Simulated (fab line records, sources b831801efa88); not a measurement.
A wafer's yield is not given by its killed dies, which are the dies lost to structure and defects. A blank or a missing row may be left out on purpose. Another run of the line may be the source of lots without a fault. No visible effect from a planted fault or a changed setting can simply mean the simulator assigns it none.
fab line records	flow sky130
[record] lots = 11	wafers = 33	last-day = 50
route steps=708 shown METAL4@600 CAP2M@604 VIA4@646
lots that met no fault: from a run of the same line without faults
start-h: the number of hours between the record's first day and the start of the first shown wafer of the lot	wait-h: hours elapsed since this lot's preceding step	" as in the row above	L1.1+2: several wafers, shown together as one row	- either no value or no given start	* or withheld: withheld	< > ~ a bound
route shown NAME@n: NAME is a module with steps in the file, n the number in the route of the first one	usual: mean/standard deviation taken from wafers without a fault	same: alike in all rows	chamber/n: place in a boat	sites: readings site by site	_std_site: the values' standard deviation	_edge_site: mean of outer sites minus mean of inner sites	radius-mm: how far each site lies from the wafer's centre	mask NAME#n: copy n	behind: tool/chamber where the wafer was last shaped	hold: the reason the lot was held/the length of the hold in hours/how it ended	device: whichever transistor did not switch (one of n, p or np)	end of line: the route-end tests of the same wafers	for a step that has no rows: nothing shown but its recipe	killed: dies that structure and defects cost at the first sort, which is not the same as the wafer's yield	map: the dies of a wafer, with x for killed, . for not killed, _ for no die there
set.NAME: the setting the step ran with; set.NAME@STEP: the setting that earlier step ran with	model.NAME: the simulator's own value behind a step, which no gauge read
steps of the route over a sample of lots; a table a step, a row a wafer
services: a tool's chamber out of use, with start hour (start-h, from the record's first day; less than 0 if before it), hours out, and reason
[[steps]]
[step SKY_METAL4_SPUTTER_02]
[recipe] material = AlCu	target-thk-nm = 735	power-w = 10600	time-s = 39.1	chamber-pressure-pa = 0.4
[usual] chamber-pressure-pa = 0.4000/0.00087	throttle-valve-pct = 30.1/0.79
lot.wafer	tool	chamber	start-h	wait-h	chamber-pressure-pa	throttle-valve-pct
L223.1	pvd-sputter-01	-	940.72	0.0	0.4004	30.6
L223.3	"	-	"	"	0.4016	29.8
L223.5	"	-	"	"	0.4002	29.9
L225.2	pvd-sputter-01	-	964.05	0.0	0.3998	31.3
L225.4	"	-	"	"	0.4002	30.2
L225.6	"	-	"	"	0.3985	30.2
L227.3	pvd-sputter-01	-	973.08	0.0	0.3988	30.7
L227.4	"	-	"	"	0.3991	30.1
L227.5	"	-	"	"	0.4007	30.1
L233.1	pvd-sputter-03	-	1019.13	0.0	0.4004	30.2
L233.4	"	-	"	"	0.3998	30.7
L233.5	"	-	"	"	0.3997	29.2
L234.1	pvd-sputter-02	-	1021.31	0.0	0.3995	29.5
L234.5	"	-	"	"	0.4004	30.6
L234.6	"	-	"	"	0.3997	28.3
L236.1	pvd-sputter-01	-	1036.07	0.0	0.4002	30.2
L236.2	"	-	"	"	0.3994	30.5
L236.4	"	-	"	"	0.4007	29.8
L238.1	pvd-sputter-01	-	1049.06	0.0	0.3999	30.3
L238.2	"	-	"	"	0.3987	29.9
L238.3	"	-	"	"	0.4000	30.5
L239.2	pvd-sputter-02	-	1061.07	0.0	0.4001	30.8
L239.3	"	-	"	"	0.4002	28.4
L239.4	"	-	"	"	0.4008	30.4
L240.1	pvd-sputter-03	-	1065.10	0.0	0.4015	30.5
L240.2	"	-	"	"	0.4000	29.9
L240.5	"	-	"	"	0.4022	30.9
L242.3	pvd-sputter-03	-	1073.07	0.0	0.4003	29.1
L242.4	"	-	"	"	0.4024	28.9
L242.6	"	-	"	"	0.4023	29.2
L243.2	pvd-sputter-01	-	1081.07	0.0	0.3995	30.1
L243.3	"	-	"	"	0.3993	31.3
L243.5	"	-	"	"	0.4007	31.2
[step SKY_METAL4_SPUTTER_04]
[recipe] material = TiN	target-thk-nm = 70	power-w = 6500	time-s = 58.3	chamber-pressure-pa = 0.4
[usual] chamber-pressure-pa = 0.4000/0.0008	throttle-valve-pct = 30.1/0.79
lot.wafer	tool	chamber	start-h	wait-h	chamber-pressure-pa	throttle-valve-pct
L223.1	pvd-sputter-01	-	940.78	0.0	0.3998	30.6
L223.3	"	-	"	"	0.4005	30.1
L223.5	"	-	"	"	0.4008	30.1
L225.2	pvd-sputter-01	-	964.10	0.0	0.3988	31.3
L225.4	"	-	"	"	0.3994	30.0
L225.6	"	-	"	"	0.3993	30.1
L227.3	pvd-sputter-01	-	973.14	0.0	0.4009	30.5
L227.4	"	-	"	"	0.3988	30.5
L227.5	"	-	"	"	0.4004	29.8
L233.1	pvd-sputter-03	-	1019.19	0.0	0.3993	30.3
L233.4	"	-	"	"	0.3996	30.8
L233.5	"	-	"	"	0.3989	28.9
L234.1	pvd-sputter-02	-	1021.36	0.0	0.4009	29.8
L234.5	"	-	"	"	0.3995	30.3
L234.6	"	-	"	"	0.4014	28.6
L236.1	pvd-sputter-01	-	1036.13	0.0	0.3982	30.3
L236.2	"	-	"	"	0.3991	30.5
L236.4	"	-	"	"	0.4018	29.7
L238.1	pvd-sputter-01	-	1049.11	0.0	0.4017	30.0
L238.2	"	-	"	"	0.3991	29.9
L238.3	"	-	"	"	0.3996	30.4
L239.2	pvd-sputter-02	-	1061.12	0.0	0.4000	30.6
L239.3	"	-	"	"	0.4004	28.3
L239.4	"	-	"	"	0.4008	30.7
L240.1	pvd-sputter-03	-	1065.16	0.0	0.4013	30.6
L240.2	"	-	"	"	0.4002	30.2
L240.5	"	-	"	"	0.4003	30.9
L242.3	pvd-sputter-03	-	1073.13	0.0	0.4002	29.0
L242.4	"	-	"	"	0.3999	29.1
L242.6	"	-	"	"	0.4013	29.1
L243.2	pvd-sputter-01	-	1081.13	0.0	0.3995	30.0
L243.3	"	-	"	"	0.3994	31.4
L243.5	"	-	"	"	0.4002	31.2
[step SKY_CAP2M_THK_MEAS_01]
[recipe] reads = SiO2_of_CAP2M_CVD_00
[usual] CAP2M_CVD_00_THK = 15.44/0.23
lot.wafer	tool	chamber	start-h	wait-h	CAP2M_CVD_00_THK[nm]
L223.1	film-metro-03	-	940.85	-	15.58
L223.3	"	-	"	"	15.42
L223.5	"	-	"	"	15.64
L225.2	film-metro-04	-	964.18	-	15.08
L225.4	"	-	"	"	15.44
L225.6	"	-	"	"	15.71
L227.3	film-metro-04	-	973.23	-	15.45
L227.4	"	-	"	"	15.60
L227.5	"	-	"	"	15.69
L233.1	film-metro-02	-	1019.26	-	15.00
L233.4	"	-	"	"	15.18
L233.5	"	-	"	"	15.39
L234.1	film-metro-02	-	1021.44	-	15.56
L234.5	"	-	"	"	15.94
L234.6	"	-	"	"	15.61
L236.1	film-metro-02	-	1036.20	-	15.24
L236.2	"	-	"	"	15.05
L236.4	"	-	"	"	15.48
L238.1	film-metro-02	-	1049.18	-	15.36
L238.2	"	-	"	"	15.38
L238.3	"	-	"	"	15.31
L239.2	film-metro-02	-	1061.20	-	15.32
L239.3	"	-	"	"	15.03
L239.4	"	-	"	"	15.76
L240.1	film-metro-04	-	1065.23	-	15.46
L240.2	"	-	"	"	15.41
L240.5	"	-	"	"	15.86
L242.3	film-metro-02	-	1073.22	-	15.09
L242.4	"	-	"	"	15.47
L242.6	"	-	"	"	15.78
L243.2	film-metro-02	-	1081.21	-	15.22
L243.3	"	-	"	"	15.46
L243.5	"	-	"	"	15.73
[step SKY_VIA4_SOFTBAKE_07]
[recipe] temp-c = 90	time-s = 60	resist = NOVOLAK
[usual] exhaust-pa = 45.1/0.91	run-length-s = 89.33/0.13
lot.wafer	tool	chamber	start-h	wait-h	exhaust-pa	run-length-s
L223.1	litho-track-04	0	1003.47	0.1	43.7	89.11
L223.3	"	0	"	"	46.1	89.24
L223.5	"	0	"	"	45.2	89.10
L225.2	litho-track-03	0	1024.84	0.1	46.2	89.33
L225.4	"	0	"	"	44.2	89.27
L225.6	"	0	"	"	44.7	89.43
L227.3	litho-track-01	0	1034.12	0.1	44.7	89.28
L227.4	"	0	"	"	46.4	89.32
L227.5	"	0	"	"	46.5	89.27
L233.1	litho-track-03	0	1075.91	0.1	44.7	106.77
L233.4	"	0	"	"	45.2	89.30
L233.5	"	0	"	"	44.5	89.46
L234.1	litho-track-03	0	1078.71	0.1	46.1	106.66
L234.5	"	0	"	"	44.9	89.30
L234.6	"	0	"	"	46.9	106.64
L236.1	litho-track-04	0	1091.27	0.1	44.5	89.17
L236.2	"	0	"	"	46.0	89.30
L236.4	"	0	"	"	44.2	89.38
L238.1	litho-track-01	0	1103.28	0.1	44.8	89.36
L238.2	"	0	"	"	45.2	89.24
L238.3	"	0	"	"	45.5	89.23
L239.2	litho-track-04	0	1112.85	0.1	44.8	89.15
L239.3	"	0	"	"	44.6	89.20
L239.4	"	0	"	"	46.3	89.11
L240.1	litho-track-04	0	1118.07	0.1	45.0	89.26
L240.2	"	0	"	"	44.6	89.12
L240.5	"	0	"	"	45.1	89.12
L242.3	litho-track-01	0	1126.48	0.1	45.3	89.30
L242.4	"	0	"	"	46.7	89.39
L242.6	"	0	"	"	45.6	89.39
L243.2	litho-track-04	0	1135.50	0.1	45.1	89.21
L243.3	"	0	"	"	45.3	89.13
L243.5	"	0	"	"	45.1	89.26
[step SKY_VIA4_STRIP_13]
[recipe] chemistry = O2/N2	power-w = 1400	pressure-mtorr = 1500	platen-temp-c = withheld	o2-flow-sccm = 3000	n2-flow-sccm = 300	overash-fraction = 0.5
[usual] drypump-motor-current-A = 5.5/0.41	oes-product-au = 0.709/0.0046	strip-time-to-endpoint-s = 12.808/0.03
lot.wafer	tool	chamber	start-h	wait-h	drypump-motor-current-A	oes-product-au	rf-hours-counter-h	strip-time-to-endpoint-s
L223.1	plasma-asher-01	0	1015.57	-	5.5	0.698	61	12.849
L223.3	"	1	"	"	5.8	0.718	-	12.805
L223.5	"	1	"	"	5.8	0.716	-	12.819
L225.2	plasma-asher-03	0	1036.38	-	5.0	0.709	121	12.799
L225.4	"	0	"	"	5.1	0.711	-	12.821
L225.6	"	1	"	"	5.0	0.707	-	12.832
L227.3	plasma-asher-03	1	1044.87	-	5.1	0.709	-	12.819
L227.4	"	0	"	"	5.1	0.708	-	12.783
L227.5	"	1	"	"	5.1	0.710	-	12.832
L233.1	plasma-asher-03	0	1086.08	-	5.1	0.707	2	12.722
L233.4	"	0	"	"	5.0	0.708	-	12.742
L233.5	"	0	"	"	5.1	0.705	-	12.830
L234.1	plasma-asher-03	0	1088.90	-	5.0	0.711	2	12.705
L234.5	"	1	"	"	5.0	0.706	-	12.792
L234.6	"	0	"	"	5.0	0.712	-	12.754
L236.1	plasma-asher-02	1	1103.83	-	5.2	0.713	97	12.814
L236.2	"	0	"	"	6.3	0.707	97	12.792
L236.4	"	0	"	"	6.2	0.706	-	12.839
L238.1	plasma-asher-02	1	1112.53	-	5.2	0.713	98	12.791
L238.2	"	0	"	"	6.3	0.715	98	12.772
L238.3	"	1	"	"	5.2	0.715	-	12.798
L239.2	plasma-asher-03	0	1123.53	-	5.0	0.708	5	12.802
L239.3	"	0	"	"	5.0	0.714	-	12.825
L239.4	"	1	"	"	5.0	0.709	-	12.790
L240.1	plasma-asher-01	0	1128.18	-	5.4	0.710	72	12.843
L240.2	"	1	"	"	5.8	0.706	72	12.789
L240.5	"	0	"	"	5.4	0.721	-	12.817
L242.3	plasma-asher-01	1	1134.61	-	5.9	0.717	-	12.815
L242.4	"	0	"	"	5.5	0.717	-	12.830
L242.6	"	1	"	"	5.9	0.713	-	12.823
L243.2	plasma-asher-01	0	1145.23	-	5.4	0.711	73	12.901
L243.3	"	0	"	"	5.5	0.715	-	12.858
L243.5	"	0	"	"	5.5	0.706	-	12.893
[[services]]
tool	chamber	start-h	hours	kind
pvd-sputter-03	-	926.00	1.3	repair
pvd-sputter-02	-	966.09	4.3	repair
plasma-asher-01	-	966.95	3.2	repair
pvd-sputter-02	-	998.37	2.7	repair
pvd-sputter-02	-	999.21	5.1	repair
pvd-sputter-02	-	1000.78	9.7	repair
pvd-sputter-01	-	1003.60	7.8	repair
pvd-sputter-01	-	1009.42	1.0	repair
litho-track-04	-	1017.84	-	consumable-replace:filter
plasma-asher-03	-	1055.25	9.0	pm
plasma-asher-03	0	1055.25	9.0	vent-cycle
plasma-asher-03	1	1055.25	9.0	vent-cycle
plasma-asher-03	0	1064.25	-	clean
plasma-asher-03	1	1064.25	-	clean
litho-track-03	-	1095.36	-	consumable-replace:filter
[[key]]
[first-sign] step = SKY_VIA4_SOFTBAKE_07	reading = run-length-s	direction = up	sigmas = 99+	usual = *	struck = *
[effect] step = SKY_VIA4_STRIP_13	reading = strip-time-to-endpoint-s	direction = down	sigmas = 2.7	usual = *	struck = *
met-at SKY_VIA4_SOFTBAKE_07
struck-lots L233,L234
struck-wafers L233.1,L234.1,L234.6
not-acting-at SKY_METAL4_SPUTTER_02,SKY_METAL4_SPUTTER_04,SKY_CAP2M_THK_MEAS_01
onset-between 1024.84 1075.91
[fault] kind = process-parameter-drift	tool = litho-track-03	chamber = -	onset-h = 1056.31	steps = SKY_VIA4_SOFTBAKE_07	channel = time-s	offset = *	shape = step	end-h = 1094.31	scope = struck-wafers-only	acts-in = *	stated = *
